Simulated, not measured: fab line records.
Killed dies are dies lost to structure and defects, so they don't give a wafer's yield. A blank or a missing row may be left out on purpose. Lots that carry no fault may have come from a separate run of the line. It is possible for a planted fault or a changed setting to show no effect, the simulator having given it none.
Problem report in the 8D (eight disciplines) form, filled by code | flow gf180mcu | the parts of the form that need people (team, actions taken, sign-off) are left out

== 1. WHAT IS WRONG ==
Wafers without a fault read 23.02 C, standard deviation 0.093; developerTempC at GF_VT_IMPLANT_DEVELOP_17 reads a mean of 22.16 C on 6 wafers belonging to 2 lots. That is -9.2 standard deviations from the usual mean.
The step: develop time 60 s.
Earliest sighting: wafer L165.1 on lithoTrack-04 at day 8 16:28. Wafers with a number at this step in the record: 42, from 14 lots. Rule for "out", or "out of limits": more than 4 standard deviations from the usual mean. All remaining wafers that have a number are taken as sound.

== 2. WHAT THIS IS AND IS NOT ==
question                    | is                     | is not
which readings at this step | developerTempC         | -
which lots                  | L165, L166             | L158, L160, L161, L163, L164, L167, L168, L171, L175, L177, L178, L179
which wafers of those lots  | all that have a number | -
read on which tools         | lithoTrack-04          | lithoTrack-01, lithoTrack-03
when                        | from day 8 16:28       | up to then (15 sound wafers); but 21 sound wafers of L167, L168, L171, L175, L177, L178, L179 came after

== 3. THE SUSPECTS, EACH WITH WHAT RULES IT OUT ==
Counting: a tool stays on the suspect list if, at a process step up to the reading, it processed all lots that are out and no sound lot following the first of them.
- lithoTrack-04 at GF_VT_IMPLANT_DEVELOP_17 (develop time 60 s): kept. All lots that are out passed through it, beginning with L165 at day 8 16:28, and no sound lot followed; its final sound lot before that point was L164 at day 8 12:39. Out on those wafers are its own readings of developerTempC.
Left after counting: lithoTrack-04 at GF_VT_IMPLANT_DEVELOP_17.

== 4. THE CAUSE (what the simulator had put in) ==
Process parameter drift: lithoTrack-04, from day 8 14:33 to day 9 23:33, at GF_VT_IMPLANT_DEVELOP_17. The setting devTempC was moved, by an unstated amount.
Only this tool survived the counting.

== 5. THE CHAIN OF EFFECTS, in route order ==
Each row: a reading whose mean over the struck wafers that have a number lies more than 3 standard deviations from the usual. Only readings whose record carries a usual standard deviation are examined. hours: median over the lots of the time between each lot's start at the first step of this table that gives one and its start at this step. sigmas: the change, counted in usual standard deviations.
hours | step                     | reading        | usual   | on struck wafers | change | sigmas
0     | GF_VT_IMPLANT_DEVELOP_17 | developerTempC | 23.02 C | 22.16            | -0.86  | -9.2
It contains these process steps:
- GF_VT_IMPLANT_DEVELOP_17: develop time 60 s.
Later steps that measure or inspect, where all struck wafers having a row at the step show a number for every such reading and not one has moved that far: GF_V2_RS_MEAS_24.

== 6. WHAT WOULD HAVE CAUGHT IT SOONER ==
In this record the first reading out of limits was taken at day 8 16:28, 2 hours after the fault began at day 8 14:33.
